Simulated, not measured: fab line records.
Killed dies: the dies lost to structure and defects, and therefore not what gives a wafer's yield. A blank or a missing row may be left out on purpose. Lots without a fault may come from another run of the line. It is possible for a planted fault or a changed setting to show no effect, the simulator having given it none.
Which tool is to blame? || flow gf180mcu || 18 wafers from 6 lots sampled at 3 of the route's 602 steps

== WHAT THE GAUGES SHOWED, per wafer ==
GF_CONTACT_CD_MEAS_14: the cd target is 220 nm.
{"lot": "L230", "measured": "day 16 19:52", "on": "cd sem-01", "cd nm (nm)": "219.3 219.1 217.7"}
{"lot": "L233", "measured": "day 17 22:04", "on": "cd sem-01", "cd nm (nm)": "218.7 220.0 220.6"}
{"lot": "L235", "measured": "day 18 23:44", "on": "cd sem-02", "cd nm (nm)": "218.9 219.6 218.5"}
{"lot": "L237", "measured": "day 19 09:44", "on": "cd sem-01", "cd nm (nm)": "220.7 219.9 217.9"}
{"lot": "L241", "measured": "day 21 00:28", "on": "cd sem-02", "cd nm (nm)": "219.6 219.5 219.2"}
{"lot": "L246", "measured": "day 22 15:50", "on": "cd sem-02", "cd nm (nm)": "218.7 219.1 218.6"}

== WHICH TOOL RAN EACH LOT (tool, then ch and the chambers of the sampled wafers, then the start) ==
{"lot": "L230", "GF_VT_IMPLANT_IMPLANT_08": "implanter-01 ch 0, day 6 04:31", "GF_VT_IMPLANT_RTA_45": "rtp anneal-01 ch 0, day 8 04:10"}
{"lot": "L233", "GF_VT_IMPLANT_IMPLANT_08": "implanter-01 ch 0, day 6 20:58", "GF_VT_IMPLANT_RTA_45": "rtp anneal-01 ch 0, day 8 20:29"}
{"lot": "L235", "GF_VT_IMPLANT_IMPLANT_08": "implanter-01 ch 0, day 7 13:19", "GF_VT_IMPLANT_RTA_45": "rtp anneal-01 ch 0, day 9 14:26"}
{"lot": "L237", "GF_VT_IMPLANT_IMPLANT_08": "implanter-03 ch 0, day 7 22:08", "GF_VT_IMPLANT_RTA_45": "rtp anneal-02 ch 0, day 10 00:25"}
{"lot": "L241", "GF_VT_IMPLANT_IMPLANT_08": "implanter-03 ch 0, day 9 01:33", "GF_VT_IMPLANT_RTA_45": "rtp anneal-02 ch 0, day 11 06:16"}
{"lot": "L246", "GF_VT_IMPLANT_IMPLANT_08": "implanter-03 ch 0, day 10 07:08", "GF_VT_IMPLANT_RTA_45": "rtp anneal-02 ch 0, day 12 14:44"}
- GF_VT_IMPLANT_IMPLANT_08
- GF_VT_IMPLANT_RTA_45: time 30 s.

== THE ANSWER, worked out from the rows above alone ==
Rule: what is usual is taken from the lots themselves. The widest of any qualifying gaps counts: lots, ordered by their means at a reading, are off when they make up no more than a third of the lots, leave a main group of 4 or more, and stand apart from it by 3 or more times the standard deviation of that group's means. A main group is skipped when, at the precision printed for the reading in the tables above, its means are all equal. Also off: a lot with no number at a reading for which 4 or more lots have one. Any other lot the step has rows for is counted as sound.
No lot is off at any reading shown: from this, nothing can be told.

== WHAT HAD BEEN PUT IN BY THE SIMULATOR ==
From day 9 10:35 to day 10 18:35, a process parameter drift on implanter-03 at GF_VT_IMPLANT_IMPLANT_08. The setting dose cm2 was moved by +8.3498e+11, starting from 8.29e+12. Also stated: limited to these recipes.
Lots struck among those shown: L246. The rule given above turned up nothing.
